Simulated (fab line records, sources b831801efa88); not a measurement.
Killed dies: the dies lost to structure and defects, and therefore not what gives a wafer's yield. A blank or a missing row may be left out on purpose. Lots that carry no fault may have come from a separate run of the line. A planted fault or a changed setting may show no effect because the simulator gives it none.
A lot that was struck, set against a sound lot :: flow sfq-line :: 14 out of 325 route steps
Sound: these wafers, L964.2, L964.4, L964.6. Struck: wafer L972.2 (left out: L972.4, L972.6 of the same lot, which were not struck); the cause appears at the end.
At each step with rows: each side's tool, then ch and its chambers, then its first start. Under that, the readings that differ: sound wafers :: struck wafers :: difference of the means :: sigmas: that difference in standard deviations of wafers without a fault.
alike: same words and numbers on both sides, and readings whose means sit less than 2 such deviations apart. not compared: any withheld reading, any reading some wafer has no value for, any bound like >300 that may hide the same value, and any number with overlapping values for which the record gives no deviation.
The two part at a step that has a row with sigmas, a row that says differs or no value, or rows on one side only. When numbers do not overlap yet have no deviation, they are printed without sigmas and do not part them. A reading that every wafer of one side lacks parts them only if that side has two wafers or more.

first, 2 steps without rows for these wafers: SFQ_TRILAYER_I1_VIA_STRIP_SOLV_CLEAN_054 (cleans in NMP, time 600 s); SFQ_TRILAYER_M2_DEP_PRE_CLEAN_056 (time 22.5 s).
SFQ_TRILAYER_M2_DEP_SPUTTER_055: material Nb, target thk 200 nm, time 133.3 s.
  sound on pvd-sputter-05, day 31 23:18; struck on pvd-sputter-06, day 33 22:45
  alike: base-pressure-pa, cathode-dc-power-W, resputter-cathode-voltage-v, throttle-valve-pct
SFQ_M2_RS_MEAS_914: uses a four-point probe to measure.
  sound on film-metro-03, day 31 23:25; struck on film-metro-03, day 33 22:52
  alike: M2_NB_RS
then, 6 steps without rows for these wafers: SFQ_TRILAYER_M2_LITHO_COAT_062 (resist thk 62 nm); SFQ_TRILAYER_M2_LITHO_COAT_057 (resist thk 600 nm); SFQ_TRILAYER_M2_LITHO_SOFTBAKE_061; SFQ_TRILAYER_M2_LITHO_EXPOSE_058 (exposes mask M2, target cd 500 nm); SFQ_TRILAYER_M2_LITHO_PEB_060 (peb time 60 s); SFQ_TRILAYER_M2_LITHO_DEVELOP_059 (time 60 s).
-- the record jumps here: 6 days lie between the struck wafers' starts before and after --
SFQ_M2_OVL_MEAS_916:
  sound on overlay-01, day 38 06:13; struck on overlay-01, day 40 00:50
  alike: M2_OVL
SFQ_TRILAYER_M2_BARC_OPEN_METAL_ETCH_077: etches BARC in O2, target depth 125 nm, time 41.7 s.
  sound on rie-metal-03 ch 0,1, day 38 06:15; struck on rie-metal-02 ch 0, day 40 00:52
reading: oes-product-au (a.u.)
sound: 0.678 0.685 0.683
struck: 0.693
difference: +0.011
sigmas: +2

reading: rf-fwd-power-W (W)
sound: 591.3 596.6 593.6
struck: 693.2
difference: +99.4
sigmas: +41

reading: model.KrF_of_TRILAYER_M2_LITHO_COAT_057.thk-nm (nm)
sound: 522.6 521.7 524.5
struck: 513.6
difference: -9.3
sigmas: 
  alike: drypump-motor-current-A
  not compared: rf-hours-counter-h
SFQ_TRILAYER_M2_ETCH_METAL_ETCH_060: etches Nb in Cl2/Ar, stops on SiO2, target depth 240 nm, time 120 s.
  sound on rie-metal-03 ch 0,1, day 38 06:18; struck on rie-metal-02 ch 0, day 40 00:56
reading: model.KrF_of_TRILAYER_M2_LITHO_COAT_057.thk-nm (nm)
sound: 382.8 383.1 385.2
struck: 370.8
difference: -12.9
sigmas: 
  alike: drypump-motor-current-A, oes-product-au, rf-fwd-power-W
  not compared: rf-hours-counter-h
SFQ_TRILAYER_M2_STRIP_STRIP_061: strips in O2.
  sound on rie-metal-03 ch 0,1, day 38 06:26; struck on rie-metal-02 ch 0, day 40 01:03
reading: oes-product-au (a.u.)
sound: 1.006 0.993 0.991
struck: 1.017
difference: +0.020
sigmas: +2
  alike: drypump-motor-current-A
  not compared: rf-hours-counter-h

WHERE THEY PART
At SFQ_TRILAYER_M2_BARC_OPEN_METAL_ETCH_077 first; at SFQ_TRILAYER_M2_STRIP_STRIP_061 last (within this record only).

WHY: what the simulator had put in
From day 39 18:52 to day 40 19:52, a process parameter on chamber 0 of rie-metal-02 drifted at SFQ_TRILAYER_M2_BARC_OPEN_METAL_ETCH_077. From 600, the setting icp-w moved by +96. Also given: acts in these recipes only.
